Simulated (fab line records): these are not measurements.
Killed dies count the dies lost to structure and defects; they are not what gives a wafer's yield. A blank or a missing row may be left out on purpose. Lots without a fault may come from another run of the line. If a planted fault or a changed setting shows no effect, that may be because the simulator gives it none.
Chamber matching -- flow gf180mcu -- rie_si-01 running GF_STI_ETCH_14: 4 sister chambers
The step etches Si in HBr/Cl2/O2, target depth 360 nm, time 102.9 s. 8 wafers are shown with their chamber, then 10 later ones without.

WAFERS, EACH WITH ITS CHAMBER
wafer,chamber,oes_product_au (a.u.),throttle_valve_pct (%)
L563.2,1,0.994,25.648
L568.3,0,0.981,25.670
L568.4,2,0.984,25.667
L569.2,2,0.981,25.660
L569.3,3,1.001,25.670
L569.4,0,0.982,25.662
L574.1,3,1.009,25.652
L574.4,1,1.009,25.645

WAFERS WITH NO CHAMBER GIVEN
wafer,oes_product_au (a.u.),throttle_valve_pct (%)
L574.6,0.990,25.673
L575.3,0.997,25.674
L575.4,1.009,25.625
L575.6,0.988,25.660
L576.1,0.995,25.663
L576.4,0.973,25.674
L576.6,1.001,25.668
L577.2,0.989,25.662
L577.3,0.974,25.688
L577.5,0.996,25.645

THE CHAMBER EACH PASSED THROUGH
wafer,from the rows above,in truth
L574.6,can't be placed: 0 or 2 or 3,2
L575.3,can't be placed: 3 or 0 or 2 or 1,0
L575.4,can't be placed: 1 or 3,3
L575.6,can't be placed: 2 or 0 or 3 or 1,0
L576.1,can't be placed: 3 or 2 or 0 or 1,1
L576.4,can't be placed: 0 or 2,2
L576.6,can't be placed: 3 or 1 or 2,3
L577.2,can't be placed: 2 or 0 or 3 or 1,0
L577.3,can't be placed: 0 or 2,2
L577.5,can't be placed: 1 or 3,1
Correct placement for 0 of the 10. From these rows, 10 cannot be placed; in 10 the true chamber is one of the candidates. Placed wrongly: 0.
How it was worked out, from the rows above alone: a wafer's distance from a chamber is the root of the sum, over the readings, of the square of ((its reading less the chamber's mean) divided by the reading's scatter). If the next closest chamber is less than 2 further off than the closest, the wafer can't be placed; otherwise it belongs to the closest. For every chamber, the mean is computed from those of its wafers that are shown. The scatter is the square root of a quotient: the sum, over the shown wafers, of each reading's squared deviation from its chamber's mean, divided by wafers minus chambers.
